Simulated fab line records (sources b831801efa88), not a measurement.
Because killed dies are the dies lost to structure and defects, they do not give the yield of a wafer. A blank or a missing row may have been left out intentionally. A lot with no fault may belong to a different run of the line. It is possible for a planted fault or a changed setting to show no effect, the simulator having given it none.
fab line records	flow sky130
[record] lots = 14	wafers = 42	last_day = 50
route steps=708 shown METAL3@569 VIA3@576 CAP2M@605
lots that met no fault: taken from a fault-free run of the same line
start_h: hours from the record's first day to the start of the lot's first wafer shown	wait_h: hours elapsed since this lot's preceding step	" identical to the entry in the row above	L1.1+2: one row covering several wafers at once	- no value, or no start was given	* or withheld: withheld	< > ~ a bound
route shown NAME@n: a module of which the file shows steps, and the number in the route of the first	usual: mean/standard deviation of fault-free wafers	same: alike in all rows	chamber/n: place in a boat	sites: each site's reading	_std_site: how widely they spread, as a standard deviation	_edge_site: mean of outer sites minus mean of inner sites	radius_mm: how far each site lies from the wafer's centre	mask NAME#n: copy n	behind: the last tool/chamber to shape the wafer	hold: what put the lot on hold/how long, in hours/how the hold closed	device: transistor that didn't switch, given as n, p or np	end of line: tests run on the same wafers once the route is complete	for a step that has no rows: nothing shown but its recipe	killed: at the first sort, the dies lost to defects and structure; wafer yield is something else	map: per-die view of a wafer (x killed, . not killed, _ where there is no die)
set.NAME: the run value of the setting; set.NAME@STEP: its run value at that earlier step	model.NAME: the simulator's own value behind a step, which no gauge read
one table for each step of the route and one row for each wafer, over a sample of lots
services: a tool's chamber out of use, with start hour (start_h, from the record's first day; less than 0 if before it), hours out, and reason
[[steps]]
[step SKY_METAL3_STRIP_19]
[recipe] chemistry = O2/N2	power_w = 1400	pressure_mtorr = 1500	platen_temp_c = withheld	o2_flow_sccm = 3000	n2_flow_sccm = 300	overash_fraction = 0.5
[usual] drypump_motor_current_A = 5.7/0.33	n2_flow_sccm = 300.1/0.8	oes_product_au = 0.503/0.0052	strip_time_to_endpoint_s = 6.55/0.074
[same] overash_fraction = 0.5
lot.wafer	tool	chamber	start_h	wait_h	drypump_motor_current_A	n2_flow_sccm	oes_product_au	rf_hours_counter_h	strip_time_to_endpoint_s
L299.2	plasma_asher-04	1	903.86	0.1	6.0	299.8	0.496	105	6.51
L299.4	"	0	"	"	6.2	299.9	0.504	-	6.46
L299.6	"	0	"	"	6.2	301.2	0.505	-	6.55
L301.2	plasma_asher-01	0	912.33	0.1	5.0	300.5	0.502	47	6.55
L301.3	"	0	"	"	5.0	299.9	0.508	-	6.71
L301.5	"	0	"	"	5.1	300.2	0.507	-	6.48
L302.1	plasma_asher-04	1	920.66	0.1	6.1	301.2	0.504	107	6.63
L302.3	"	0	"	"	6.2	298.6	0.508	-	6.64
L302.5	"	1	"	"	6.1	300.6	0.505	-	6.57
L303.1	plasma_asher-03	0	932.36	0.1	5.5	300.5	0.513	82	6.69
L303.4	"	0	"	"	5.5	300.0	0.508	-	6.67
L303.6	"	1	"	"	5.6	298.9	0.511	-	6.65
L304.2	plasma_asher-03	0	934.66	0.1	5.5	299.3	0.508	82	6.48
L304.3	"	1	"	"	5.6	301.6	0.492	-	6.44
L304.6	"	0	"	"	5.5	300.9	0.505	-	6.47
L305.1	plasma_asher-04	0	944.43	0.1	6.2	299.9	0.500	109	6.44
L305.4	"	1	"	"	6.1	299.0	0.495	-	6.49
L305.5	"	1	"	"	6.1	300.1	0.510	-	6.50
L306.3	plasma_asher-04	0	955.11	0.1	6.2	300.4	0.501	-	6.59
L306.5	"	1	"	"	6.1	298.8	0.507	-	6.49
L306.6	"	0	"	"	6.2	299.5	0.499	-	6.58
L308.2	plasma_asher-04	0	968.16	0.1	6.2	300.1	0.499	112	6.40
L308.4	"	1	"	"	6.1	299.5	0.498	-	6.41
L308.5	"	1	"	"	6.1	300.0	0.495	-	6.39
L309.3	plasma_asher-03	1	974.05	0.1	5.6	301.2	0.498	-	6.61
L309.4	"	0	"	"	5.5	300.2	0.508	-	6.58
L309.5	"	0	"	"	5.5	300.1	0.504	-	6.65
L310.2	plasma_asher-01	1	984.51	0.1	5.9	300.3	0.498	55	6.43
L310.3	"	0	"	"	5.0	301.2	0.490	-	6.52
L310.4	"	1	"	"	5.9	299.4	0.496	-	6.50
L311.1	plasma_asher-03	1	988.04	0.1	5.6	300.1	0.506	86	6.54
L311.2	"	0	"	"	5.5	298.6	0.505	86	6.55
L311.3	"	0	"	"	5.5	301.0	0.510	-	6.58
L315.2	plasma_asher-03	0	1019.23	0.1	5.5	299.4	0.498	89	6.55
L315.3	"	0	"	"	5.5	300.6	0.509	-	6.54
L315.4	"	1	"	"	5.6	300.2	0.505	-	6.56
L316.1	plasma_asher-03	0	1020.38	0.1	5.5	300.2	0.504	90	6.62
L316.2	"	1	"	"	5.6	301.5	0.507	90	6.69
L316.6	"	1	"	"	5.6	300.7	0.507	-	6.56
L322.2	plasma_asher-03	0	1063.16	0.1	5.5	299.6	0.511	94	6.73
L322.5	"	0	"	"	5.5	300.0	0.503	-	6.60
L322.6	"	1	"	"	5.6	299.7	0.517	-	6.71
[step SKY_VIA3_BOW_MEAS_03]
[recipe] mode = bow
[usual] VIA3_BOW = 78/7.8
lot.wafer	tool	chamber	start_h	wait_h	VIA3_BOW[um]
L299.2	film_metro-02	-	905.04	0.2	80
L299.4	"	-	"	"	69
L299.6	"	-	"	"	81
L301.2	film_metro-04	-	913.72	0.2	96
L301.3	"	-	"	"	76
L301.5	"	-	"	"	78
L302.1	film_metro-04	-	921.78	0.1	80
L302.3	"	-	"	"	77
L302.5	"	-	"	"	80
L303.1	film_metro-04	-	933.48	0.1	83
L303.4	"	-	"	"	80
L303.6	"	-	"	"	85
L304.2	film_metro-04	-	935.84	0.2	81
L304.3	"	-	"	"	72
L304.6	"	-	"	"	67
L305.1	film_metro-03	-	945.69	0.2	78
L305.4	"	-	"	"	80
L305.5	"	-	"	"	92
L306.3	film_metro-03	-	956.25	0.2	70
L306.5	"	-	"	"	66
L306.6	"	-	"	"	68
L308.2	film_metro-04	-	969.30	0.2	93
L308.4	"	-	"	"	88
L308.5	"	-	"	"	83
L309.3	film_metro-03	-	975.17	0.2	78
L309.4	"	-	"	"	72
L309.5	"	-	"	"	91
L310.2	film_metro-04	-	985.66	0.2	69
L310.3	"	-	"	"	73
L310.4	"	-	"	"	71
L311.1	film_metro-04	-	989.30	0.1	77
L311.2	"	-	"	"	95
L311.3	"	-	"	"	74
L315.2	film_metro-02	-	1020.37	0.2	72
L315.3	"	-	"	"	81
L315.4	"	-	"	"	77
L316.1	film_metro-03	-	1021.50	0.1	75
L316.2	"	-	"	"	69
L316.6	"	-	"	"	78
L322.2	film_metro-03	-	1064.30	0.1	81
L322.5	"	-	"	"	69
L322.6	"	-	"	"	72
[step SKY_VIA3_ETCH_14]
[recipe] chemistry = N2/H2	target = BARC	ion_energy_ev = 200	source_w = 500	bias_w = 100	pressure_mtorr = 30	n2_flow_sccm = 100	h2_flow_sccm = 200	stop_on = SiO2	time_s = 45.9	target_depth_a = 600
[usual] bias_w = 100.0/0.31	drypump_motor_current_A = 5.7/0.37	n2_flow_sccm = 100.02/0.29	oes_product_au = 0.855/0.0046	throttle_valve_pct = 13.225/0.0087
lot.wafer	tool	chamber	start_h	wait_h	bias_w	drypump_motor_current_A	n2_flow_sccm	oes_product_au	rf_hours_counter_h	throttle_valve_pct
L299.2	rie_diel-01	2	930.35	0.0	99.8	6.3	99.92	0.858	16	13.237
L299.4	"	1	"	"	100.5	6.0	99.76	0.853	23	13.223
L299.6	"	1	"	"	100.5	6.0	99.80	0.860	-	13.223
L301.2	rie_diel-04	3	939.20	0.0	100.2	5.6	100.61	0.845	15	13.225
L301.3	"	0	"	"	100.3	6.1	100.23	0.851	23	13.222
L301.5	"	0	"	"	100.2	6.0	99.99	0.857	-	13.233
L302.1	rie_diel-04	0	946.15	0.0	100.1	6.1	99.99	0.859	23	13.237
L302.3	"	1	"	"	99.9	6.1	99.88	0.851	20	13.213
L302.5	"	0	"	"	99.7	6.0	99.99	0.856	-	13.216
L303.1	rie_diel-03	3	958.28	0.0	100.1	5.9	100.49	0.848	19	13.213
L303.4	"	1	"	"	100.1	6.0	99.53	0.857	4	13.235
L303.6	"	3	"	"	100.5	5.9	100.17	0.860	-	13.217
L304.2	rie_diel-03	3	960.14	0.0	99.9	5.9	100.40	0.856	19	13.223
L304.3	"	0	"	"	99.9	5.2	100.52	0.856	7	13.229
L304.6	"	3	"	"	100.2	5.8	99.80	0.855	-	13.221
L305.1	rie_diel-03	1	969.83	0.0	100.6	5.9	100.00	0.855	4	13.240
L305.4	"	3	"	"	99.9	5.9	99.77	0.856	19	13.212
L305.5	"	0	"	"	100.1	5.1	100.13	0.859	-	13.232
L306.3	rie_diel-04	0	980.68	0.0	100.4	6.1	100.17	0.857	24	13.223
L306.5	"	3	"	"	99.9	5.6	100.16	0.860	-	13.225
L306.6	"	2	"	"	99.5	5.7	100.24	0.854	-	13.236
L308.2	rie_diel-04	2	993.08	0.0	100.2	5.7	99.60	0.853	11	13.231
L308.4	"	0	"	"	99.8	6.1	100.05	0.855	25	13.212
L308.5	"	0	"	"	99.4	6.1	100.08	0.859	-	13.226
L309.3	rie_diel-04	2	998.59	0.0	100.2	5.6	99.65	0.856	11	13.238
L309.4	"	3	"	"	100.7	5.6	100.05	0.854	16	13.225
L309.5	"	2	"	"	99.9	5.7	100.02	0.862	-	13.227
L310.2	rie_diel-04	1	1009.69	0.0	99.3	6.1	99.95	0.857	22	13.229
L310.3	"	0	"	"	99.9	6.0	100.24	0.853	25	13.214
L310.4	"	0	"	"	100.2	6.0	100.37	0.857	-	13.225
L311.1	rie_diel-04	1	1013.09	0.0	99.8	6.2	99.82	0.847	22	13.205
L311.2	"	2	"	"	100.2	5.6	99.99	0.856	11	13.237
L311.3	"	0	"	"	100.3	6.0	100.01	0.856	25	13.229
L315.2	rie_diel-04	3	1043.20	0.0	99.9	5.6	100.34	0.856	18	13.217
L315.3	"	0	"	"	100.2	6.0	99.74	0.864	26	13.223
L315.4	"	1	"	"	100.1	6.2	100.05	0.856	23	13.237
L316.1	rie_diel-01	2	1044.18	0.0	100.2	6.3	99.48	0.848	20	13.221
L316.2	"	0	"	"	99.9	5.5	100.60	0.853	21	13.226
L316.6	"	3	"	"	99.9	5.5	100.57	0.863	-	13.240
L322.2	rie_diel-01	1	1084.75	0.0	100.3	6.0	100.26	0.855	29	13.223
L322.5	"	1	"	"	100.1	6.0	99.73	0.856	-	13.232
L322.6	"	0	"	"	99.7	5.6	100.07	0.859	-	13.228
[step SKY_CAP2M_SPUTTER_02]
[recipe] material = TiN	target_thk_nm = 200	temp_c = 300	power_w = 6500	time_s = 166.7	chamber_pressure_pa = 0.4
[usual] cathode_dc_power_W = 6500.0/1.2	chamber_pressure_pa = 0.4001/0.00075	throttle_valve_pct = 29.8/0.9
lot.wafer	tool	chamber	start_h	wait_h	cathode_dc_power_W	chamber_pressure_pa	throttle_valve_pct
L299.2	pvd_sputter-02	-	931.95	0.0	6501.5	0.3994	29.9
L299.4	"	-	"	"	6499.1	0.3994	30.5
L299.6	"	-	"	"	6498.8	0.4001	29.8
L301.2	pvd_sputter-04	-	941.46	0.0	6498.4	0.4011	29.7
L301.3	"	-	"	"	6499.4	0.4012	29.0
L301.5	"	-	"	"	6498.8	0.4013	29.0
L302.1	pvd_sputter-04	-	947.95	0.1	6499.0	0.4010	29.2
L302.3	"	-	"	"	6500.2	0.4010	30.5
L302.5	"	-	"	"	6499.0	0.4000	29.3
L303.1	pvd_sputter-02	-	960.00	0.1	6498.6	0.3987	30.4
L303.4	"	-	"	"	6501.0	0.4003	29.9
L303.6	"	-	"	"	6500.4	0.3993	30.4
L304.2	pvd_sputter-01	-	961.74	0.0	6499.8	0.4006	29.3
L304.3	"	-	"	"	6501.0	0.4002	30.9
L304.6	"	-	"	"	6498.9	0.3997	31.0
L305.1	pvd_sputter-01	-	971.43	0.1	6501.0	0.3999	29.4
L305.4	"	-	"	"	6500.1	0.4018	29.5
L305.5	"	-	"	"	6499.6	0.4000	29.1
L306.3	pvd_sputter-04	-	982.30	0.0	6498.9	0.3995	30.6
L306.5	"	-	"	"	6500.6	0.3993	30.5
L306.6	"	-	"	"	6499.6	0.4017	29.2
L308.2	pvd_sputter-01	-	994.68	0.0	6498.8	0.4003	27.9
L308.4	"	-	"	"	6500.4	0.4002	29.6
L308.5	"	-	"	"	6499.9	0.3990	30.9
L309.3	pvd_sputter-04	-	1000.30	0.0	6500.3	0.4004	30.6
L309.4	"	-	"	"	6503.9	0.4008	30.3
L309.5	"	-	"	"	6498.6	0.4002	30.7
L310.2	pvd_sputter-01	-	1011.30	0.0	6500.9	0.3994	27.7
L310.3	"	-	"	"	6502.1	0.4002	29.6
L310.4	"	-	"	"	6500.2	0.3990	28.9
L311.1	pvd_sputter-02	-	1014.69	0.1	6500.2	0.3995	29.7
L311.2	"	-	"	"	6500.4	0.3994	29.8
L311.3	"	-	"	"	6502.2	0.4003	30.4
L315.2	pvd_sputter-01	-	1044.83	0.0	-	-	-
L315.3	"	-	"	"	-	-	-
L315.4	"	-	"	"	-	-	-
L316.1	pvd_sputter-01	-	1045.81	0.1	-	-	-
L316.2	"	-	"	"	-	-	-
L316.6	"	-	"	"	-	-	-
L322.2	pvd_sputter-04	-	1086.40	0.0	6499.7	0.3995	28.7
L322.5	"	-	"	"	6498.7	0.3998	29.0
L322.6	"	-	"	"	6499.1	0.3978	30.7
[step SKY_CAP2M_RS_MEAS_03]
[recipe] thk_meas_gauge = four-point-probe	reads = TiN_of_CAP2M_SPUTTER_02
[usual] CAP2M_TIN_RS = 6.93/0.058
lot.wafer	tool	chamber	start_h	wait_h	CAP2M_TIN_RS[ohm/sq]
L299.2	film_metro-04	-	932.08	0.1	6.87
L299.4	"	-	"	"	6.90
L299.6	"	-	"	"	6.93
L301.2	film_metro-01	-	941.59	0.1	7.01
L301.3	"	-	"	"	7.08
L301.5	"	-	"	"	7.03
L302.1	film_metro-04	-	948.06	0.1	6.85
L302.3	"	-	"	"	6.91
L302.5	"	-	"	"	6.90
L303.1	film_metro-04	-	960.11	0.1	7.00
L303.4	"	-	"	"	6.96
L303.6	"	-	"	"	6.98
L304.2	film_metro-03	-	961.87	0.1	6.94
L304.3	"	-	"	"	6.95
L304.6	"	-	"	"	6.94
L305.1	film_metro-01	-	971.56	0.1	6.96
L305.4	"	-	"	"	6.94
L305.5	"	-	"	"	7.00
L306.3	film_metro-01	-	982.45	0.1	6.87
L306.5	"	-	"	"	6.93
L306.6	"	-	"	"	6.93
L308.2	film_metro-01	-	994.81	0.1	6.94
L308.4	"	-	"	"	6.92
L308.5	"	-	"	"	6.91
L309.3	film_metro-01	-	1000.45	0.1	6.98
L309.4	"	-	"	"	6.85
L309.5	"	-	"	"	6.91
L310.2	film_metro-03	-	1011.43	0.1	7.03
L310.3	"	-	"	"	7.00
L310.4	"	-	"	"	6.97
L311.1	film_metro-04	-	1014.80	0.1	6.86
L311.2	"	-	"	"	6.95
L311.3	"	-	"	"	6.90
L315.2	film_metro-01	-	1044.98	0.1	-
L315.3	"	-	"	"	-
L315.4	"	-	"	"	-
L316.1	film_metro-01	-	1045.93	0.1	-
L316.2	"	-	"	"	-
L316.6	"	-	"	"	-
L322.2	film_metro-03	-	1086.53	0.1	6.96
L322.5	"	-	"	"	6.93
L322.6	"	-	"	"	6.98
[step SKY_CAP2M_THK_MEAS_04]
[recipe] thk_meas_gauge = xrf	reads = TiN_of_CAP2M_SPUTTER_02
[usual] CAP2M_TIN_THK = 200.8/1.9
lot.wafer	tool	chamber	start_h	wait_h	CAP2M_TIN_THK[nm]
L299.2	film_metro-04	-	932.19	0.1	201.4
L299.4	"	-	"	"	200.2
L299.6	"	-	"	"	199.3
L301.2	film_metro-01	-	941.70	0.1	200.0
L301.3	"	-	"	"	197.4
L301.5	"	-	"	"	199.3
L302.1	film_metro-04	-	948.18	0.1	203.6
L302.3	"	-	"	"	201.3
L302.5	"	-	"	"	201.7
L303.1	film_metro-04	-	960.23	0.1	197.7
L303.4	"	-	"	"	198.6
L303.6	"	-	"	"	197.9
L304.2	film_metro-03	-	961.98	0.1	200.1
L304.3	"	-	"	"	199.1
L304.6	"	-	"	"	201.2
L305.1	film_metro-01	-	971.68	0.1	200.6
L305.4	"	-	"	"	201.1
L305.5	"	-	"	"	200.0
L306.3	film_metro-01	-	982.55	0.1	201.8
L306.5	"	-	"	"	201.7
L306.6	"	-	"	"	201.2
L308.2	film_metro-01	-	994.92	0.1	202.1
L308.4	"	-	"	"	202.4
L308.5	"	-	"	"	203.6
L309.3	film_metro-01	-	1000.55	0.1	201.6
L309.4	"	-	"	"	204.0
L309.5	"	-	"	"	201.8
L310.2	film_metro-03	-	1011.54	0.1	197.2
L310.3	"	-	"	"	199.8
L310.4	"	-	"	"	199.1
L311.1	film_metro-04	-	1014.92	0.1	202.3
L311.2	"	-	"	"	199.3
L311.3	"	-	"	"	202.0
L315.2	film_metro-01	-	1045.09	0.1	<0.0
L315.3	"	-	"	"	<0.0
L315.4	"	-	"	"	<0.0
L316.1	film_metro-01	-	1046.05	0.1	<0.0
L316.2	"	-	"	"	<0.0
L316.6	"	-	"	"	<0.0
L322.2	film_metro-03	-	1086.64	0.1	199.8
L322.5	"	-	"	"	200.8
L322.6	"	-	"	"	199.4
[step SKY_CAP2M_METAL_ETCH_13]
[recipe] target_depth_nm = 220	stop_on = SiO2	chemistry = Cl2/BCl3	target = TiN	pressure_mtorr = 10	icp_w = 900	bias_w = 48.5	Cl2_flow_sccm = 60	bcl3_flow_sccm = 30	time_s = 62.9
[usual] bias_w = 48.51/0.16	drypump_motor_current_A = 5.7/0.37	oes_product_au = 0.940/0.0063	throttle_valve_pct = 21.902/0.0096
lot.wafer	tool	chamber	start_h	wait_h	bias_w	drypump_motor_current_A	oes_product_au	rf_hours_counter_h	throttle_valve_pct
L299.2	rie_metal-01	0	956.47	0.0	48.46	5.6	0.948	6	21.893
L299.4	"	1	"	"	48.63	5.8	0.943	-	21.912
L299.6	"	0	"	"	48.21	5.6	0.942	-	21.907
L301.2	rie_metal-04	1	965.52	0.0	48.59	5.8	0.936	2	21.910
L301.3	"	0	"	"	48.12	6.0	0.933	-	21.907
L301.5	"	0	"	"	48.43	6.0	0.934	-	21.904
L302.1	rie_metal-01	0	972.07	0.0	48.81	5.6	0.945	7	21.906
L302.3	"	0	"	"	48.65	5.6	0.947	-	21.889
L302.5	"	0	"	"	48.55	5.6	0.942	-	21.905
L303.1	rie_metal-04	0	983.11	0.0	48.53	6.0	0.934	13	21.917
L303.4	"	1	"	"	48.63	5.8	0.939	-	21.915
L303.6	"	1	"	"	48.66	5.8	0.933	-	21.902
L304.2	rie_metal-03	0	985.92	0.0	48.64	6.1	0.941	13	21.901
L304.3	"	0	"	"	48.71	6.1	0.945	-	21.904
L304.6	"	0	"	"	48.56	6.1	0.931	-	21.906
L305.1	rie_metal-01	0	994.56	0.0	48.41	5.7	0.937	8	21.903
L305.4	"	0	"	"	48.38	5.6	0.940	-	21.914
L305.5	"	0	"	"	48.48	5.6	0.940	-	21.889
L306.3	rie_metal-01	1	1005.54	0.0	48.57	5.8	0.948	-	21.903
L306.5	"	0	"	"	48.40	5.7	0.940	-	21.902
L306.6	"	1	"	"	48.50	5.8	0.941	-	21.905
L308.2	rie_metal-04	0	1018.27	0.0	48.39	5.9	0.937	15	21.894
L308.4	"	0	"	"	48.71	6.0	0.935	-	21.892
L308.5	"	0	"	"	48.74	5.9	0.950	-	21.914
L309.3	rie_metal-03	0	1024.09	0.0	48.70	6.1	0.930	-	21.904
L309.4	"	1	"	"	48.65	5.0	0.947	-	21.909
L309.5	"	1	"	"	48.61	5.0	0.940	-	21.887
L310.2	rie_metal-03	0	1034.22	0.0	48.64	6.1	0.930	16	21.903
L310.3	"	0	"	"	48.50	6.1	0.936	-	21.904
L310.4	"	1	"	"	48.65	5.0	0.941	-	21.902
L311.1	rie_metal-03	1	1037.27	0.0	48.28	5.0	0.953	15	21.890
L311.2	"	0	"	"	48.43	6.1	0.937	16	21.902
L311.3	"	1	"	"	48.33	5.0	0.941	-	21.893
L315.2	rie_metal-03	0	1066.92	0.0	48.54	6.1	0.370	19	22.250
L315.3	"	1	"	"	48.72	5.0	0.375	-	22.261
L315.4	"	0	"	"	48.68	6.1	0.375	-	22.267
L316.1	rie_metal-04	0	1068.02	0.0	48.39	5.9	0.379	18	22.280
L316.2	"	1	"	"	48.54	5.8	0.378	7	22.264
L316.6	"	0	"	"	48.34	5.9	0.376	-	22.277
L322.2	rie_metal-04	1	1106.36	0.0	48.56	5.8	0.944	10	21.888
L322.5	"	0	"	"	48.29	6.0	0.939	-	21.898
L322.6	"	1	"	"	48.76	5.8	0.944	-	21.895
[[services]]
tool	chamber	start_h	hours	kind
rie_diel-01	0	890.36	3.6	repair
plasma_asher-03	-	919.48	2.4	repair
pvd_sputter-01	-	931.00	11.1	repair
rie_metal-03	1	934.91	2.4	repair
plasma_asher-03	-	948.72	15.6	pm
plasma_asher-04	-	956.48	2.5	repair
rie_diel-04	3	960.73	11.2	repair
plasma_asher-03	-	968.03	0.8	repair
pvd_sputter-02	-	991.31	4.6	repair
rie_diel-04	2	998.71	12.8	repair
rie_metal-04	-	1010.11	2.8	pm
pvd_sputter-04	-	1011.24	4.4	repair
rie_diel-04	-	1011.29	0.9	repair
plasma_asher-04	-	1013.99	21.8	repair
rie_metal-01	-	1016.30	2.8	pm
pvd_sputter-04	-	1016.66	0.5	repair
rie_metal-04	-	1020.34	15.6	pm
pvd_sputter-02	-	1044.55	0.5	repair
plasma_asher-04	-	1055.25	9.0	pm
pvd_sputter-01	-	1056.92	4.1	repair
rie_diel-04	0	1074.72	2.0	repair
rie_diel-04	2	1094.67	14.6	repair
pvd_sputter-04	-	1103.35	14.7	repair
plasma_asher-03	-	1104.98	28.1	pm
[[key]]
[first_sign] step = SKY_CAP2M_SPUTTER_02	reading = tool_record	direction = missing
[effect] step = SKY_CAP2M_RS_MEAS_03	reading = CAP2M_TIN_RS	direction = missing
[effect] step = SKY_CAP2M_THK_MEAS_04	reading = CAP2M_TIN_THK	direction = down	sigmas = 99+	usual = 200.8	struck = <0.0
[effect] step = SKY_CAP2M_METAL_ETCH_13	reading = oes_product_au	direction = down	sigmas = 90	usual = 0.940	struck = 0.376
met_at SKY_CAP2M_SPUTTER_02
struck_lots L315,L316
later_rows_left_out L315.2,L315.3,L315.4,L316.1,L316.2,L316.6
sort_left_out L315.2,L315.3,L315.4,L316.1,L316.2,L316.6
not_acting_at SKY_METAL3_STRIP_19,SKY_VIA3_BOW_MEAS_03,SKY_VIA3_ETCH_14
onset_between 1011.30 1044.83
[fault] kind = skipped_step_whole	tool = pvd_sputter-01	chamber = -	onset_h = 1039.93	steps = SKY_CAP2M_SPUTTER_02	scope = struck_lots_only
// sort_left_out: the simulated sort isn't trusted on such a fault, so these wafers' sort isn't shown, and their yield isn't known
// later_rows_left_out: the simulator's readings of these wafers behind a module that went badly wrong aren't trusted and aren't shown, but for the sort
